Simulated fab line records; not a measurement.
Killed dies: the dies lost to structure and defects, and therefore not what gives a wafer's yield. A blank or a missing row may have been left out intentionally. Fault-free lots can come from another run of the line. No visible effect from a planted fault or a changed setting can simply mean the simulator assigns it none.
A struck lot beside a sound one    flow sky130    18 steps out of a route of 708
Sound: the wafers L491.1, L491.3, L491.6. Struck: wafers L492.1, L492.4, L492.5. The cause is named last.
At each step with rows: each side's tool, then ch and its chambers, then its first start. Under that, the readings that differ: sound wafers    struck wafers    difference of the means    sigmas: that difference in standard deviations of wafers without a fault.
alike: readings with means less than 2 such deviations apart, plus words and numbers identical on both sides. not compared: withheld readings, readings lacking a value on some wafer, bounds such as >300 that could conceal the same value, and numbers that have no deviation in the record and whose values overlap.
Wherever a step has rows on one side only, a row that says differs or no value, or a row with sigmas, the two part there. When numbers do not overlap yet have no deviation, they are printed without sigmas and do not part them. A reading missing from all wafers of one side parts the sides only when that side holds two or more wafers.

first, 4 steps without rows for these wafers: SKY_LDD_HVN_SOFTBAKE_03 (time 60 s); SKY_LDD_HVN_EXPOSE_04 (exposes mask HVNTM, target cd 700 nm); SKY_LDD_HVN_PEB_05; SKY_LDD_HVN_DEVELOP_06 (develop time 60 s).
SKY_LDD_HVN_OVL_MEAS_07:
  sound on overlay-01 at day 21 05:38; struck on overlay-01 at day 21 23:35
  alike: LDD_HVN_OVL
then, 1 step without rows for these wafers: SKY_LDD_HVN_IMPLANT_08.
SKY_LDD_HVN_STRIP_09: strips in O2/N2.
  sound on plasmaAsher-04 ch 0,1, day 21 05:49; struck on plasmaAsher-02 ch 0,1, day 21 23:47
  alike: chamberPressureMTorr, drypumpMotorCurrentA, oesProductAu, stripTimeToEndpointS
  not compared: rfHoursCounterH
SKY_LDD_HVN_TW_MEAS_10:
  sound on filmMetro-02 at day 21 05:56; struck on filmMetro-02 at day 21 23:53
  alike: LDD_HVN_TW
then, 4 steps without rows for these wafers: SKY_LDD_HVP_DEHYDRATE_00 (time 60 s); SKY_LDD_HVP_HMDS_01 (prime time 60 s); SKY_LDD_HVP_COAT_02 (resist thk 300 nm); SKY_LDD_HVP_SOFTBAKE_03 (time 60 s).
SKY_LDD_HVP_EXPOSE_04: exposes mask HVPTM, target cd 700 nm.
  sound on ilineStepper-02 ch 0, day 21 21:00; struck on ilineStepper-02 ch 0, day 22 15:13
reading                        sound              struck             difference  sigmas
model.LDD_HVP.overlayXNm (nm)  2.577 2.577 2.577  6.246 6.246 6.246  +3.669      
  alike: mask
then, 2 steps without rows for these wafers: SKY_LDD_HVP_PEB_05; SKY_LDD_HVP_DEVELOP_06 (develop time 60 s).
SKY_LDD_HVP_OVL_MEAS_07:
  sound on overlay-02 at day 22 12:17; struck on overlay-01 at day 23 05:36
reading           sound        struck       difference  sigmas
LDD_HVP_OVL (nm)  0.9 1.5 0.7  4.3 5.0 5.4  +3.9        +3
then, 1 step without rows for these wafers: SKY_LDD_HVP_IMPLANT_08.
-- here the record skips 24 days between the struck wafers' starts before and after, leaving off in module LDD_HVP and picking up in module PAD_OPEN (first step shown: number 708 of the route) --
SKY_PAD_OPEN_PROBE_99:
  sound on prober-01 at day 46 08:53; struck on prober-02 at day 46 21:07
  alike: killed_at_M0_to_M3, killed_at_M4_up, killedAtContacts, killedAtFrontEnd, killedAtOther, killedDies, killedOpen, killedShort

WHERE THEY PART
Only at SKY_LDD_HVP_OVL_MEAS_07, within this record. Later steps at which nothing parts them and some readings are alike: SKY_PAD_OPEN_PROBE_99.

WHY: the cause the simulator had injected
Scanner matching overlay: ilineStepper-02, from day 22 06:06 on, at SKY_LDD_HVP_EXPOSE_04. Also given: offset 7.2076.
